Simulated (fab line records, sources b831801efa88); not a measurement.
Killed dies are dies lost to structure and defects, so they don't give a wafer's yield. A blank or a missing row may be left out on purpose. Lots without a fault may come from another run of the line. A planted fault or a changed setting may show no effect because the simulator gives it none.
Tool commonality check | flow sky130 | 12 lots, 36 wafers sampled

WHY IT WAS OPENED
At SKY_LI_CONTACT_RS_MEAS_22 the reading LI_CONTACT_W_RS is flagged on 2 of 12 lots. Wafers without a fault read 0.285 ohm/sq, standard deviation 0.0031.
Rule: a lot is flagged when every wafer of it that has a number lies more than 4 standard deviations from that mean, or none has a number. The other lots count as sound.

lot  | measured     | on            | LI_CONTACT_W_RS (ohm/sq), wafer by wafer | flag
L738 | day 29 15:41 | film_metro-01 | 0.284 0.287 0.288                        |
L744 | day 31 16:14 | film_metro-02 | 0.266 0.267 0.268                        | FLAGGED
L742 | day 31 18:46 | film_metro-01 | 0.272 0.271 0.271                        | FLAGGED
L751 | day 33 19:10 | film_metro-03 | 0.286 0.291 0.283                        |
L753 | day 34 09:16 | film_metro-01 | 0.292 0.289 0.282                        |
L754 | day 34 19:10 | film_metro-03 | 0.283 0.283 0.282                        |
L755 | day 34 22:10 | film_metro-03 | 0.289 0.287 0.284                        |
L756 | day 35 14:14 | film_metro-02 | 0.289 0.283 0.289                        |
L757 | day 35 20:26 | film_metro-03 | 0.286 0.286 0.287                        |
L758 | day 36 01:06 | film_metro-02 | 0.280 0.282 0.283                        |
L759 | day 36 10:44 | film_metro-03 | 0.284 0.287 0.286                        |
L760 | day 36 12:59 | film_metro-02 | 0.283 0.285 0.291                        |
The numbers of the flagged lots are 0.269 ohm/sq on average: -0.016 ohm/sq against the usual, or -5 standard deviations.

WHICH TOOL RAN EACH LOT
The record holds 1 process step before the reading, out of a route of 708 steps. In each cell: the tool, then ch and the chambers that the sampled wafers went through, then the start.
lot  | flag    | SKY_LI_CONTACT_CVD_21
L738 |         | cvd_w-02 ch 0,1, day 29 15:34
L744 | FLAGGED | cvd_w-02 ch 0,1, day 31 16:07
L742 | FLAGGED | cvd_w-02 ch 0,1, day 31 18:39
L751 |         | cvd_w-01 ch 0,1, day 33 19:03
L753 |         | cvd_w-01 ch 0,1, day 34 09:07
L754 |         | cvd_w-02 ch 0,1, day 34 19:02
L755 |         | cvd_w-01 ch 0,1, day 34 22:02
L756 |         | cvd_w-02 ch 0,1, day 35 14:05
L757 |         | cvd_w-02 ch 0,1, day 35 20:18
L758 |         | cvd_w-02 ch 0,1, day 36 00:59
L759 |         | cvd_w-02 ch 0,1, day 36 10:35
L760 |         | cvd_w-02 ch 0,1, day 36 12:50
What these steps do:
- SKY_LI_CONTACT_CVD_21: deposits W, target thk 400 nm, time 120.56 s.
- SKY_LI_CONTACT_RS_MEAS_22: measures by four-point-probe.

FLAGGED OVER TOTAL, TOOL BY TOOL (the gauges that took the reading come last)
step                      | tool          | lots run | flagged | share of the flagged lots | sound lots run after its first flagged lot
SKY_LI_CONTACT_CVD_21     | cvd_w-01      | 3        | 0       | none                      | -
SKY_LI_CONTACT_CVD_21     | cvd_w-02      | 9        | 2       | all                       | 6 (L754,L756,L757,L758,L759,L760)
SKY_LI_CONTACT_RS_MEAS_22 | film_metro-01 | 3        | 1       | some                      | 1 (L753)
SKY_LI_CONTACT_RS_MEAS_22 | film_metro-02 | 4        | 1       | some                      | 3 (L756,L758,L760)
SKY_LI_CONTACT_RS_MEAS_22 | film_metro-03 | 5        | 0       | none                      | -

WHAT THE TABLE ALLOWS
1 row of the table ran every flagged lot: cvd_w-02 at SKY_LI_CONTACT_CVD_21.
- cvd_w-02 at SKY_LI_CONTACT_CVD_21: 2 of its 9 lots flagged. Sound lots ran on it after the first flagged one (L754, L756, L757, L758, L759, L760), which a lasting fault on the whole tool wouldn't allow. Its own readings lie more than 4 standard deviations out on every wafer of the flagged lots: susceptor_temp_C.
No row of the table ran every flagged lot and no sound lot after the first.

WHAT THE SIMULATOR HAD PUT IN
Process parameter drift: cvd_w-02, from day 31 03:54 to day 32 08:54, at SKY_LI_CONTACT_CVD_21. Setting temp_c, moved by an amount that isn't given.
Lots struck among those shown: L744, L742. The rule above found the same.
